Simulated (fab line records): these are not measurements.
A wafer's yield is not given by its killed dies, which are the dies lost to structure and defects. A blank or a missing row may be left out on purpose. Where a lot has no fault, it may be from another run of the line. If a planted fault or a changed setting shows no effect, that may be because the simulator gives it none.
Problem report in the 8D (eight disciplines) form, filled by code -- flow sky130 -- the parts of the form that need people (team, actions taken, sign-off) are left out

## 1. WHAT WENT WRONG
LOCAL_INTERCONNECT_TIN_RS at SKY_LOCAL_INTERCONNECT_RS_MEAS_01 reads a mean of 12.06 ohm/sq on 6 wafers of 2 lots; wafers without a fault read 14.10 ohm/sq with a standard deviation of 0.2. Measured from the usual mean, that is -10 standard deviations.
The step: measures by four-point-probe.
Seen first at day 34 13:15 on film-metro-01, wafer L623.1. Wafers with a number at this step in the record: 30, from 10 lots. By rule, "out" or "out of limits" means more than 4 standard deviations away from the usual mean. All remaining wafers that have a number are taken as sound.

## 2. WHAT IT IS; WHAT IT IS NOT
question,is,is not
which readings at this step,LOCAL_INTERCONNECT_TIN_RS,-
which lots,"L623, L624","L608, L609, L614, L619, L621, L627, L628, L629"
which wafers of those lots,all that have a number,-
read on which gauges,"film-metro-01, film-metro-04",film-metro-02
when,from day 34 13:15,"up to then (15 sound wafers); but 9 sound wafers of L627, L628, L629 came after"

## 3. THE SUSPECTS, EACH WITH WHAT RULES IT OUT
Counting: any tool at a process step up to the reading is kept as a suspect provided that every lot that is out went through it and no sound lot did after the first of them.
- the gauge at SKY_LOCAL_INTERCONNECT_RS_MEAS_01: ruled out. Those wafers that are out were read across 2 gauges (film-metro-01, film-metro-04).
- pvd-sputter-04 at SKY_LOCAL_INTERCONNECT_SPUTTER_00 (material TiN, target thk 100 nm, time 83.3 s): kept. It ran every lot that is out, first L623 (day 34 13:11), and no sound lot after that; its last sound lot up to then is L619 (day 33 07:03).
After counting, what remains is pvd-sputter-04 at SKY_LOCAL_INTERCONNECT_SPUTTER_00.

## 4. THE CAUSE (what the simulator had put in)
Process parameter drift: pvd-sputter-04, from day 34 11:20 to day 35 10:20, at SKY_LOCAL_INTERCONNECT_SPUTTER_00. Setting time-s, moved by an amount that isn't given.
The count eliminated every tool but this one.

## 5. THE CHAIN OF EFFECTS, in route order
One row per reading whose mean, taken over the struck wafers that have a number, lies over 3 standard deviations from the usual. Scope: only readings with a usual standard deviation given in the record; hours: median across lots of the time from each lot's start at the first step in this table that gives one to its start at this step; sigmas: change in usual standard deviations.
hours,step,reading,usual,on struck wafers,change,sigmas
0,SKY_LOCAL_INTERCONNECT_RS_MEAS_01,LOCAL_INTERCONNECT_TIN_RS,14.10 ohm/sq,12.06,-2.04,-10
3,SKY_LOCAL_INTERCONNECT_THK_MEAS_02,LOCAL_INTERCONNECT_TIN_THK,100.3 nm,116.8,+16.5,+12
27,SKY_LOCAL_INTERCONNECT_METAL_ETCH_14,oes-product-au,0.942 a.u.,1.001,+0.059,+7.0
27,SKY_LOCAL_INTERCONNECT_METAL_ETCH_14,throttle-valve-pct,21.899 %,21.861,-0.038,-3.8
361,SKY_PAD_OPEN_PROBE_99,killed-at-contacts,24,351,+327,+71
361,SKY_PAD_OPEN_PROBE_99,killed-dies,84,415,+331,+34
361,SKY_PAD_OPEN_PROBE_99,killed-on-rim,16,70,+54,+15
Its process steps:
- SKY_LOCAL_INTERCONNECT_METAL_ETCH_14: etches TiN in Cl2/BCl3, stops on PSG, target depth 110 nm, time 31.4 s.
- SKY_PAD_OPEN_PROBE_99

## 6. HOW IT WOULD HAVE BEEN CAUGHT EARLIER
The first out-of-limits reading at a measuring or inspecting step in this record came at day 34 13:15, 2 hours after the fault's start at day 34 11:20.
Tool readings at SKY_LOCAL_INTERCONNECT_SPUTTER_00 with a usual standard deviation given in the record: none out on any struck wafer, hence no alarm at a limit of 4 standard deviations on them.
Of the lots that are out (2), L624 began SKY_LOCAL_INTERCONNECT_SPUTTER_00 on pvd-sputter-04 after day 34 13:15. A hold on the tool at that time would have spared it.
